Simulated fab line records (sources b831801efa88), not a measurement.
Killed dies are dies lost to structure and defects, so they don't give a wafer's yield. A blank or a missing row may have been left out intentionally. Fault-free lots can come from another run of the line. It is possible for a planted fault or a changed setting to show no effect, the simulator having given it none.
fab line records + flow gf180mcu
record:
- lots: 11
- wafers: 33
- lastDay: 34
route steps=602 shown V4@477 TOP_METAL@576
lots with no fault: from the same line, run without faults
startH: the number of hours between the record's first day and the start of the first shown wafer of the lot + waitH: hours from the lot's prior step to this one + " same as the row above + L1.1+2: one row covering several wafers at once + - no value, or no start was given + * or withheld: withheld + < > ~ a bound
route shown NAME@n: a module of which the file shows steps, and the number in the route of the first + usual: mean/standard deviation of fault-free wafers + same: alike in all rows + chamber/n: place in a boat + sites: readings site by site + _std_site: their standard deviation + _edge_site: inner sites' mean taken away from outer sites' mean + radiusMm: how far each site lies from the wafer's centre + mask NAME#n: copy n + behind: the most recent tool/chamber to have shaped the wafer + hold: reason for holding the lot/hours on hold/outcome of the hold + device: the transistor (n, p or np) that didn't switch + end of line: the route-end tests of the same wafers + for a step that has no rows: nothing shown but its recipe + killed: dies that structure and defects cost at the first sort, which is not the same as the wafer's yield + map: a wafer's dies, x killed, . not, _ none there
set.NAME: the setting as run; set.NAME@STEP: as run at that earlier step + model.NAME: the simulator's own value behind a step, which no gauge read
the route's steps for a sample of lots (tables are steps, rows are wafers)
services: a tool's chamber out of use, with start hour (startH, from the record's first day; less than 0 if before it), hours out, and reason
== steps ==
step: GF_V4_THK_MEAS_01
recipe:
- reads: SiO2_of_V4_CVD_00
usual:
- V4_CVD_00_THK: 601/6.1
| lot.wafer | tool         | chamber | startH | waitH | V4_CVD_00_THK[nm] |
|-----------|--------------|---------|--------|-------|-------------------|
| L311.2    | filmMetro-03 | -       | 539.31 | 0.0   | 598               |
| L311.4    | "            | -       | "      | "     | 601               |
| L311.6    | "            | -       | "      | "     | 606               |
| L312.2    | filmMetro-04 | -       | 548.09 | 0.0   | 598               |
| L312.4    | "            | -       | "      | "     | 608               |
| L312.6    | "            | -       | "      | "     | 609               |
| L314.1    | filmMetro-03 | -       | 562.20 | 0.0   | 605               |
| L314.2    | "            | -       | "      | "     | 607               |
| L314.5    | "            | -       | "      | "     | 601               |
| L315.2    | filmMetro-02 | -       | 583.36 | 0.0   | 604               |
| L315.3    | "            | -       | "      | "     | 605               |
| L315.5    | "            | -       | "      | "     | 601               |
| L316.1    | filmMetro-02 | -       | 583.73 | 0.0   | 615               |
| L316.2    | "            | -       | "      | "     | 611               |
| L316.3    | "            | -       | "      | "     | 616               |
| L319.1    | filmMetro-03 | -       | 617.54 | 0.1   | 596               |
| L319.2    | "            | -       | "      | "     | 603               |
| L319.4    | "            | -       | "      | "     | 611               |
| L318.1    | filmMetro-02 | -       | 617.78 | 0.0   | 601               |
| L318.3    | "            | -       | "      | "     | 606               |
| L318.5    | "            | -       | "      | "     | 604               |
| L325.1    | filmMetro-03 | -       | 662.29 | 0.0   | 603               |
| L325.3    | "            | -       | "      | "     | 602               |
| L325.4    | "            | -       | "      | "     | 607               |
| L328.2    | filmMetro-03 | -       | 677.94 | 0.0   | 592               |
| L328.4    | "            | -       | "      | "     | 590               |
| L328.6    | "            | -       | "      | "     | 604               |
| L332.2    | filmMetro-04 | -       | 700.87 | 0.0   | 609               |
| L332.3    | "            | -       | "      | "     | 607               |
| L332.6    | "            | -       | "      | "     | 600               |
| L333.3    | filmMetro-02 | -       | 709.70 | 0.1   | 600               |
| L333.5    | "            | -       | "      | "     | 588               |
| L333.6    | "            | -       | "      | "     | 598               |
step: GF_V4_SPUTTER_21
recipe:
- material: Ti
- targetThkNm: 15
- chamberPressurePa: 5
- powerW: 2500
- substrateTempC: 200
- timeS: 80.02
usual:
- throttleValvePct: 29.8/0.69
| lot.wafer | tool          | chamber | startH | waitH | throttleValvePct |
|-----------|---------------|---------|--------|-------|------------------|
| L311.2    | pvdSputter-03 | -       | 562.47 | 0.0   | 30.2             |
| L311.4    | "             | -       | "      | "     | 28.7             |
| L311.6    | "             | -       | "      | "     | 28.5             |
| L312.2    | pvdSputter-03 | -       | 571.72 | 0.0   | 31.1             |
| L312.4    | "             | -       | "      | "     | 30.6             |
| L312.6    | "             | -       | "      | "     | 30.4             |
| L314.1    | pvdSputter-03 | -       | 584.92 | 0.0   | 30.5             |
| L314.2    | "             | -       | "      | "     | 31.0             |
| L314.5    | "             | -       | "      | "     | 28.8             |
| L315.2    | pvdSputter-02 | -       | 605.33 | 0.0   | 29.4             |
| L315.3    | "             | -       | "      | "     | 30.1             |
| L315.5    | "             | -       | "      | "     | 29.5             |
| L316.1    | pvdSputter-01 | -       | 606.27 | 0.0   | 29.4             |
| L316.2    | "             | -       | "      | "     | 30.2             |
| L316.3    | "             | -       | "      | "     | 30.5             |
| L319.1    | pvdSputter-01 | -       | 638.71 | 0.0   | 30.5             |
| L319.2    | "             | -       | "      | "     | 29.1             |
| L319.4    | "             | -       | "      | "     | 29.1             |
| L318.1    | pvdSputter-02 | -       | 639.15 | 0.0   | 30.1             |
| L318.3    | "             | -       | "      | "     | 29.6             |
| L318.5    | "             | -       | "      | "     | 29.8             |
| L325.1    | pvdSputter-01 | -       | 683.04 | 0.0   | 29.7             |
| L325.3    | "             | -       | "      | "     | 30.4             |
| L325.4    | "             | -       | "      | "     | 30.6             |
| L328.2    | pvdSputter-02 | -       | 698.57 | 0.0   | 29.6             |
| L328.4    | "             | -       | "      | "     | 29.7             |
| L328.6    | "             | -       | "      | "     | 29.6             |
| L332.2    | pvdSputter-02 | -       | 720.37 | 0.0   | 29.3             |
| L332.3    | "             | -       | "      | "     | 29.8             |
| L332.6    | "             | -       | "      | "     | 29.9             |
| L333.3    | pvdSputter-01 | -       | 729.28 | 0.0   | 30.3             |
| L333.5    | "             | -       | "      | "     | 29.4             |
| L333.6    | "             | -       | "      | "     | 30.7             |
step: GF_TOP_METAL_COAT_09
recipe:
- resist: NOVOLAK
- spinRpm: 3000
- resistThkNm: 1500
usual:
- chillPlateTempC: 23.02/0.094
- dispensePressureKPa: 50.2/1.8
| lot.wafer | tool          | chamber | startH | waitH | chillPlateTempC | dispensePressureKPa |
|-----------|---------------|---------|--------|-------|-----------------|---------------------|
| L311.2    | lithoTrack-04 | 0       | 638.82 | 0.1   | 23.10           | 47.9                |
| L311.4    | "             | 0       | "      | "     | 23.08           | 47.9                |
| L311.6    | "             | 0       | "      | "     | 23.04           | 47.9                |
| L312.2    | lithoTrack-01 | 0       | 647.78 | 0.1   | 23.07           | 49.7                |
| L312.4    | "             | 0       | "      | "     | 22.93           | 49.7                |
| L312.6    | "             | 0       | "      | "     | 23.09           | 49.7                |
| L314.1    | lithoTrack-02 | 0       | 659.37 | 0.1   | 22.81           | 52.1                |
| L314.2    | "             | 0       | "      | "     | 22.79           | 52.1                |
| L314.5    | "             | 0       | "      | "     | 22.94           | 52.1                |
| L315.2    | lithoTrack-04 | 0       | 679.22 | 0.1   | 23.10           | 47.9                |
| L315.3    | "             | 0       | "      | "     | 22.91           | 47.9                |
| L315.5    | "             | 0       | "      | "     | 23.15           | 47.9                |
| L316.1    | lithoTrack-01 | 0       | 679.35 | 0.1   | 22.98           | 49.7                |
| L316.2    | "             | 0       | "      | "     | 23.00           | 49.7                |
| L316.3    | "             | 0       | "      | "     | 23.14           | 49.7                |
| L319.1    | lithoTrack-04 | 0       | 710.14 | 0.1   | 22.90           | 47.9                |
| L319.2    | "             | 0       | "      | "     | 22.91           | 47.9                |
| L319.4    | "             | 0       | "      | "     | 23.03           | 47.9                |
| L318.1    | lithoTrack-02 | 0       | 711.27 | 0.1   | 23.21           | 52.1                |
| L318.3    | "             | 0       | "      | "     | 23.11           | 52.1                |
| L318.5    | "             | 0       | "      | "     | 23.10           | 52.1                |
| L325.1    | lithoTrack-01 | 0       | 752.40 | 0.1   | 22.94           | 49.8                |
| L325.3    | "             | 0       | "      | "     | 23.13           | 49.7                |
| L325.4    | "             | 0       | "      | "     | 23.02           | 49.8                |
| L328.2    | lithoTrack-04 | 0       | 765.12 | 0.1   | 23.20           | 47.9                |
| L328.4    | "             | 0       | "      | "     | 22.99           | 47.9                |
| L328.6    | "             | 0       | "      | "     | 22.96           | 47.9                |
| L332.2    | lithoTrack-02 | 0       | 784.80 | 0.1   | 23.08           | 52.1                |
| L332.3    | "             | 0       | "      | "     | 22.93           | 52.1                |
| L332.6    | "             | 0       | "      | "     | 22.95           | 52.1                |
| L333.3    | lithoTrack-02 | 0       | 792.22 | 0.1   | 23.06           | 52.1                |
| L333.5    | "             | 0       | "      | "     | 23.08           | 52.1                |
| L333.6    | "             | 0       | "      | "     | 23.11           | 52.1                |
step: GF_TOP_METAL_CD_MEAS_14
recipe:
- targetCdNm: 440
usual:
- cdNm: 440.1/2.5
| lot.wafer | tool     | chamber | startH | waitH | cdNm  |
|-----------|----------|---------|--------|-------|-------|
| L311.2    | cdSem-02 | -       | 649.31 | 0.1   | 439.0 |
| L311.4    | "        | -       | "      | "     | 438.5 |
| L311.6    | "        | -       | "      | "     | 439.4 |
| L312.2    | cdSem-01 | -       | 657.82 | 0.1   | 443.0 |
| L312.4    | "        | -       | "      | "     | 440.8 |
| L312.6    | "        | -       | "      | "     | 439.9 |
| L314.1    | cdSem-01 | -       | 669.25 | 0.1   | 436.7 |
| L314.2    | "        | -       | "      | "     | 436.9 |
| L314.5    | "        | -       | "      | "     | 436.3 |
| L315.2    | cdSem-01 | -       | 688.66 | 0.1   | 445.9 |
| L315.3    | "        | -       | "      | "     | 447.6 |
| L315.5    | "        | -       | "      | "     | 447.9 |
| L316.1    | cdSem-02 | -       | 688.94 | 0.1   | 440.6 |
| L316.2    | "        | -       | "      | "     | 441.7 |
| L316.3    | "        | -       | "      | "     | 440.3 |
| L319.1    | cdSem-01 | -       | 718.90 | 0.1   | 442.7 |
| L319.2    | "        | -       | "      | "     | 442.1 |
| L319.4    | "        | -       | "      | "     | 440.3 |
| L318.1    | cdSem-02 | -       | 720.27 | 0.1   | 441.9 |
| L318.3    | "        | -       | "      | "     | 439.1 |
| L318.5    | "        | -       | "      | "     | 440.7 |
| L325.1    | cdSem-01 | -       | 760.75 | 0.1   | 463.5 |
| L325.3    | "        | -       | "      | "     | 465.2 |
| L325.4    | "        | -       | "      | "     | 440.9 |
| L328.2    | cdSem-01 | -       | 773.61 | 0.1   | 441.1 |
| L328.4    | "        | -       | "      | "     | 441.4 |
| L328.6    | "        | -       | "      | "     | 442.0 |
| L332.2    | cdSem-02 | -       | 792.26 | 0.1   | 437.6 |
| L332.3    | "        | -       | "      | "     | 437.8 |
| L332.6    | "        | -       | "      | "     | 438.7 |
| L333.3    | cdSem-01 | -       | 800.26 | 0.1   | 440.9 |
| L333.5    | "        | -       | "      | "     | 437.8 |
| L333.6    | "        | -       | "      | "     | 439.6 |
step: GF_TOP_METAL_OVL_MEAS_15
usual:
- TOP_METAL_OVL: 0.1/1.6
| lot.wafer | tool       | chamber | startH | waitH | TOP_METAL_OVL[nm] |
|-----------|------------|---------|--------|-------|-------------------|
| L311.2    | overlay-02 | -       | 649.42 | 0.1   | 0.2               |
| L311.4    | "          | -       | "      | "     | -1.6              |
| L311.6    | "          | -       | "      | "     | 0.5               |
| L312.2    | overlay-02 | -       | 657.93 | 0.1   | 2.6               |
| L312.4    | "          | -       | "      | "     | 0.6               |
| L312.6    | "          | -       | "      | "     | 2.1               |
| L314.1    | overlay-02 | -       | 669.37 | 0.1   | 0.2               |
| L314.2    | "          | -       | "      | "     | -1.2              |
| L314.5    | "          | -       | "      | "     | -1.5              |
| L315.2    | overlay-02 | -       | 688.77 | 0.1   | 2.1               |
| L315.3    | "          | -       | "      | "     | 1.8               |
| L315.5    | "          | -       | "      | "     | 2.3               |
| L316.1    | overlay-01 | -       | 689.06 | 0.1   | -2.7              |
| L316.2    | "          | -       | "      | "     | -3.7              |
| L316.3    | "          | -       | "      | "     | -2.8              |
| L319.1    | overlay-02 | -       | 719.02 | 0.1   | 1.2               |
| L319.2    | "          | -       | "      | "     | 1.8               |
| L319.4    | "          | -       | "      | "     | 1.3               |
| L318.1    | overlay-01 | -       | 720.39 | 0.1   | -1.3              |
| L318.3    | "          | -       | "      | "     | -2.3              |
| L318.5    | "          | -       | "      | "     | -1.1              |
| L325.1    | overlay-01 | -       | 760.87 | 0.1   | -0.1              |
| L325.3    | "          | -       | "      | "     | -1.8              |
| L325.4    | "          | -       | "      | "     | -0.8              |
| L328.2    | overlay-02 | -       | 773.72 | 0.1   | 0.2               |
| L328.4    | "          | -       | "      | "     | -0.4              |
| L328.6    | "          | -       | "      | "     | 1.5               |
| L332.2    | overlay-01 | -       | 792.37 | 0.1   | -1.3              |
| L332.3    | "          | -       | "      | "     | -1.1              |
| L332.6    | "          | -       | "      | "     | -1.9              |
| L333.3    | overlay-01 | -       | 800.35 | 0.1   | -2.6              |
| L333.5    | "          | -       | "      | "     | -4.4              |
| L333.6    | "          | -       | "      | "     | -2.5              |
step: GF_TOP_METAL_STRIP_17
recipe:
- chemistry: O2/N2
- powerW: 1400
- pressureMtorr: 1500
- platenTempC: 250
- o2FlowSccm: 3000
- n2FlowSccm: 300
- overashFraction: 0.5
usual:
- drypumpMotorCurrentA: 5.43/0.23
- heaterPowerW: 304/29
- o2FlowSccm: 2999/8.8
- oesProductAu: 0.711/0.0048
- stripTimeToEndpointS: 12.95/0.1
| lot.wafer | tool           | chamber | startH | waitH | drypumpMotorCurrentA | heaterPowerW | o2FlowSccm | oesProductAu | rfHoursCounterH | stripTimeToEndpointS |
|-----------|----------------|---------|--------|-------|----------------------|--------------|------------|--------------|-----------------|----------------------|
| L311.2    | plasmaAsher-04 | 0       | 649.64 | 0.1   | 5.30                 | 318          | 2998       | 0.711        | 22              | 12.94                |
| L311.4    | "              | 1       | "      | "     | 5.81                 | 265          | 3010       | 0.709        | -               | 13.09                |
| L311.6    | "              | 0       | "      | "     | 5.33                 | 312          | 2998       | 0.707        | -               | 13.07                |
| L312.2    | plasmaAsher-01 | 1       | 658.15 | 0.1   | 5.27                 | 316          | 3009       | 0.713        | 108             | 13.03                |
| L312.4    | "              | 0       | "      | "     | 5.46                 | 277          | 2989       | 0.711        | -               | 13.06                |
| L312.6    | "              | 1       | "      | "     | 5.29                 | 316          | 2989       | 0.717        | -               | 13.02                |
| L314.1    | plasmaAsher-01 | 1       | 669.60 | 0.1   | 5.29                 | 319          | 2993       | 0.710        | 109             | 12.76                |
| L314.2    | "              | 0       | "      | "     | 5.45                 | 275          | 2994       | 0.707        | 109             | 12.96                |
| L314.5    | "              | 0       | "      | "     | 5.47                 | 278          | 2987       | 0.704        | -               | 12.80                |
| L315.2    | plasmaAsher-04 | 1       | 688.99 | 0.1   | 5.77                 | 266          | 3003       | 0.712        | 26              | 13.05                |
| L315.3    | "              | 0       | "      | "     | 5.31                 | 318          | 3004       | 0.713        | -               | 13.14                |
| L315.5    | "              | 0       | "      | "     | 5.31                 | 314          | 3000       | 0.722        | -               | 13.07                |
| L316.1    | plasmaAsher-01 | 0       | 689.48 | 0.3   | 5.47                 | 280          | 2986       | 0.708        | 111             | 13.14                |
| L316.2    | "              | 1       | "      | "     | 5.27                 | 319          | 3018       | 0.710        | 111             | 13.13                |
| L316.3    | "              | 1       | "      | "     | 5.27                 | 311          | 3002       | 0.703        | -               | 13.09                |
| L319.1    | plasmaAsher-01 | 0       | 719.25 | 0.1   | 5.46                 | 271          | 3015       | 0.712        | 115             | 12.95                |
| L319.2    | "              | 1       | "      | "     | 5.26                 | 321          | 2998       | 0.713        | 115             | 12.92                |
| L319.4    | "              | 0       | "      | "     | 5.46                 | 271          | 3012       | 0.713        | -               | 12.86                |
| L318.1    | plasmaAsher-03 | 1       | 720.81 | 0.3   | 5.56                 | 364          | 2992       | 0.718        | 96              | 12.99                |
| L318.3    | "              | 1       | "      | "     | 5.53                 | 360          | 2998       | 0.710        | -               | 12.95                |
| L318.5    | "              | 1       | "      | "     | 5.57                 | 361          | 2997       | 0.704        | -               | 12.92                |
| L325.1    | plasmaAsher-04 | 1       | 761.10 | 0.1   | 5.77                 | 274          | 2993       | 0.713        | 34              | 16.50                |
| L325.3    | "              | 0       | "      | "     | 5.31                 | 307          | 2999       | 0.708        | -               | 16.52                |
| L325.4    | "              | 1       | "      | "     | 5.79                 | 273          | 2988       | 0.715        | -               | 13.19                |
| L328.2    | plasmaAsher-01 | 0       | 773.94 | 0.1   | 5.46                 | 286          | 3006       | 0.704        | 3               | 12.82                |
| L328.4    | "              | 1       | "      | "     | 5.27                 | 316          | 3007       | 0.713        | -               | 13.01                |
| L328.6    | "              | 1       | "      | "     | 5.26                 | 315          | 2995       | 0.703        | -               | 12.81                |
| L332.2    | plasmaAsher-01 | 1       | 792.59 | 0.1   | 5.24                 | 311          | 3025       | 0.707        | 5               | 12.96                |
| L332.3    | "              | 0       | "      | "     | 5.47                 | 291          | 2998       | 0.707        | -               | 12.95                |
| L332.6    | "              | 0       | "      | "     | 5.47                 | 294          | 3010       | 0.713        | -               | 12.94                |
| L333.3    | plasmaAsher-04 | 1       | 800.60 | 0.1   | 5.82                 | 269          | 2989       | 0.705        | -               | 12.92                |
| L333.5    | "              | 0       | "      | "     | 5.33                 | 322          | 2994       | 0.700        | -               | 12.75                |
| L333.6    | "              | 1       | "      | "     | 5.81                 | 261          | 2986       | 0.713        | -               | 13.01                |
== services ==
| tool           | chamber | startH | hours | kind                  |
|----------------|---------|--------|-------|-----------------------|
| pvdSputter-02  | -       | 557.11 | 1.6   | repair                |
| plasmaAsher-04 | -       | 585.54 | 4.9   | repair                |
| pvdSputter-02  | 1       | 585.83 | -     | consumableReplace:kit |
| pvdSputter-02  | 1       | 585.83 | 18.0  | scheduledDown         |
| pvdSputter-02  | 1       | 585.83 | 18.0  | ventCycle             |
| pvdSputter-01  | -       | 587.81 | 0.8   | repair                |
| pvdSputter-03  | -       | 617.83 | 21.7  | repair                |
| pvdSputter-02  | -       | 647.12 | 3.4   | repair                |
| pvdSputter-02  | 0       | 678.04 | -     | consumableReplace:kit |
| pvdSputter-02  | 0       | 678.04 | 18.0  | scheduledDown         |
| pvdSputter-02  | 0       | 678.04 | 18.0  | ventCycle             |
| plasmaAsher-01 | -       | 733.75 | 9.0   | pm                    |
| plasmaAsher-01 | 0       | 733.75 | 9.0   | ventCycle             |
| plasmaAsher-01 | 1       | 733.75 | 9.0   | ventCycle             |
| plasmaAsher-01 | 0       | 742.75 | -     | clean                 |
| plasmaAsher-01 | 1       | 742.75 | -     | clean                 |
| pvdSputter-01  | 1       | 749.57 | -     | consumableReplace:kit |
| pvdSputter-01  | 1       | 749.57 | 18.0  | scheduledDown         |
| pvdSputter-01  | 1       | 749.57 | 18.0  | ventCycle             |
| pvdSputter-03  | 0       | 752.83 | -     | consumableReplace:kit |
| plasmaAsher-01 | -       | 761.26 | 3.2   | repair                |
| pvdSputter-02  | 3       | 781.19 | -     | consumableReplace:kit |
| pvdSputter-02  | 3       | 781.19 | 18.0  | scheduledDown         |
| pvdSputter-02  | 3       | 781.19 | 18.0  | ventCycle             |
== key ==
firstSign:
- step: GF_TOP_METAL_CD_MEAS_14
- reading: cdNm
- direction: up
- sigmas: 9.8
- usual: 440.1
- struck: 464.4
effect:
- step: GF_TOP_METAL_STRIP_17
- reading: stripTimeToEndpointS
- direction: up
- sigmas: 35
- usual: *
- struck: *
metAt GF_TOP_METAL_COAT_09
struckLots L325
struckWafers L325.1,L325.3
notActingAt GF_V4_THK_MEAS_01,GF_V4_SPUTTER_21,GF_TOP_METAL_OVL_MEAS_15
onsetBetween 679.35 752.40
fault:
- kind: processParameterDrift
- tool: lithoTrack-01
- chamber: -
- onsetH: 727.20
- steps: GF_TOP_METAL_COAT_09
- channel: resistThkNm
- offset: *
- shape: step
- endH: 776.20
- scope: struckWafersOnly
- actsIn: *
- stated: *
